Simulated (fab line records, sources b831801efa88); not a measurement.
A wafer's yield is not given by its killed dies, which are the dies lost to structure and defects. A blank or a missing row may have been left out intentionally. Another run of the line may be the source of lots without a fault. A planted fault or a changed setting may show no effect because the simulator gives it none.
What tool caused it? + flow sky130 + 42 wafers from 14 lots sampled at 3 of the route's 708 steps

== WHAT THE GAUGES SHOWED, per wafer ==
SKY_VT_ADJUST_PCH_OVL_MEAS_07. Usual: VT_ADJUST_PCH_OVL gives -0.2 nm (standard deviation 1.3).
| lot  | measured     | on         | VT_ADJUST_PCH_OVL (nm) | flag |
|------|--------------|------------|------------------------|------|
| L438 | day 10 11:43 | overlay-02 | 0.5 1.5 1.6            |      |
| L439 | day 11 00:34 | overlay-01 | 0.9 0.0 -0.1           |      |
| L440 | day 11 02:45 | overlay-01 | -1.4 -1.5 -2.4         |      |
| L441 | day 11 07:40 | overlay-01 | 0.7 -0.4 -1.1          |      |
| L444 | day 12 02:27 | overlay-02 | 0.0 2.1 0.6            |      |
| L445 | day 12 10:49 | overlay-02 | 0.7 1.6 1.3            |      |
| L446 | day 12 17:15 | overlay-01 | 0.0 -1.0 -1.5          |      |
| L450 | day 14 05:34 | overlay-02 | 0.4 -0.6 -1.5          |      |
| L453 | day 15 04:04 | overlay-01 | 0.3 1.3 0.9            |      |
| L454 | day 15 09:10 | overlay-02 | 1.7 1.2 0.7            |      |
| L455 | day 15 21:14 | overlay-02 | -0.3 -1.3 -0.8         |      |
| L457 | day 16 08:58 | overlay-02 | -0.1 0.0 0.1           |      |
| L459 | day 17 03:13 | overlay-02 | -0.2 1.1 1.0           |      |
| L460 | day 17 07:31 | overlay-01 | -1.7 -2.8 -1.8         |      |

SKY_SONOS_TUNNEL_TW_MEAS_12. Usual: SONOS_TUNNEL_TW gives 198.3 (standard deviation 1.6).
| lot  | measured     | on           | SONOS_TUNNEL_TW   | flag |
|------|--------------|--------------|-------------------|------|
| L438 | day 11 11:09 | filmMetro-03 | 194.9 193.4 195.0 |      |
| L439 | day 12 00:47 | filmMetro-02 | 198.6 198.7 198.6 |      |
| L440 | day 12 03:20 | filmMetro-02 | 199.0 198.5 198.6 |      |
| L441 | day 12 07:53 | filmMetro-03 | 196.7 197.6 197.3 |      |
| L444 | day 13 03:46 | filmMetro-03 | 195.6 195.4 195.9 |      |
| L445 | day 13 12:14 | filmMetro-03 | 195.1 195.1 195.2 |      |
| L446 | day 13 20:19 | filmMetro-04 | 198.3 198.2 197.7 |      |
| L450 | day 15 09:22 | filmMetro-04 | 198.7 199.0 198.7 |      |
| L453 | day 16 06:55 | filmMetro-02 | 200.1 199.6 199.4 |      |
| L454 | day 16 12:35 | filmMetro-04 | 198.6 198.8 198.4 |      |
| L455 | day 17 00:36 | filmMetro-02 | 199.8 199.6 199.8 |      |
| L457 | day 17 10:56 | filmMetro-02 | 200.8 200.0 200.4 |      |
| L459 | day 18 10:01 | filmMetro-02 | 197.8 198.5 198.3 |      |
| L460 | day 18 14:19 | filmMetro-03 | 196.3 196.4 196.4 |      |

SKY_POLY_GATE_THK_MEAS_04. Usual: POLY_GATE_CVD_03_THK gives 75.4 nm (standard deviation 0.68).
| lot  | measured     | on           | POLY_GATE_CVD_03_THK (nm) | flag |
|------|--------------|--------------|---------------------------|------|
| L438 | day 15 08:39 | filmMetro-03 | 76.0 75.6 75.6            |      |
| L439 | day 15 19:04 | filmMetro-03 | 75.0 74.8 75.0            |      |
| L440 | day 17 03:24 | filmMetro-03 | 74.5 74.0 73.8            |      |
| L441 | day 17 03:25 | filmMetro-02 | 75.5 75.6 75.9            |      |
| L444 | day 17 03:28 | filmMetro-01 | 75.5 74.9 75.5            |      |
| L445 | day 17 12:22 | filmMetro-02 | 74.9 74.8 74.8            |      |
| L446 | day 18 01:30 | filmMetro-01 | 76.3 76.4 76.7            |      |
| L450 | day 19 13:49 | filmMetro-01 | 75.9 75.1 75.7            |      |
| L453 | day 21 03:41 | filmMetro-01 | 75.6 75.7 74.9            |      |
| L454 | day 21 07:26 | filmMetro-02 | 75.1 74.5 74.8            |      |
| L455 | day 21 12:53 | filmMetro-02 | 76.1 76.2 76.5            |      |
| L457 | day 21 18:49 | filmMetro-03 | 75.4 75.3 75.7            |      |
| L459 | day 22 16:56 | filmMetro-02 | 75.7 75.7 76.1            |      |
| L460 | day 22 23:06 | filmMetro-02 | 74.5 73.9 73.9            |      |

== WHICH TOOL RAN EACH LOT (tool, then ch and the chambers of the sampled wafers, then the start) ==
Record: no process step prior to these readings.

== AS READ BY THE TOOLS THEMSELVES (means over the sampled wafers that have a number; for cases with no such wafer, the mark the record gives instead) ==
The record holds no such reading with a usual standard deviation.

== THE ANSWER, worked out from the rows above alone ==
Rule: a lot counts as off when the mean over its wafers that have a number is more than 3 standard deviations away from the usual mean. Also off: a lot with no number at a reading for which 4 or more lots have one. Any other lot the step has rows for is counted as sound. After the gauges, taken in route order, come the tools' own readings; for these a lot's mean is taken, as printed above. The first step at which some lot is off is used, and at that step the reading that is off furthest; a lot without a number counts as furthest.
Nothing can be told from this: no lot is off at any reading shown.

== WHAT THE SIMULATOR PUT IN ==
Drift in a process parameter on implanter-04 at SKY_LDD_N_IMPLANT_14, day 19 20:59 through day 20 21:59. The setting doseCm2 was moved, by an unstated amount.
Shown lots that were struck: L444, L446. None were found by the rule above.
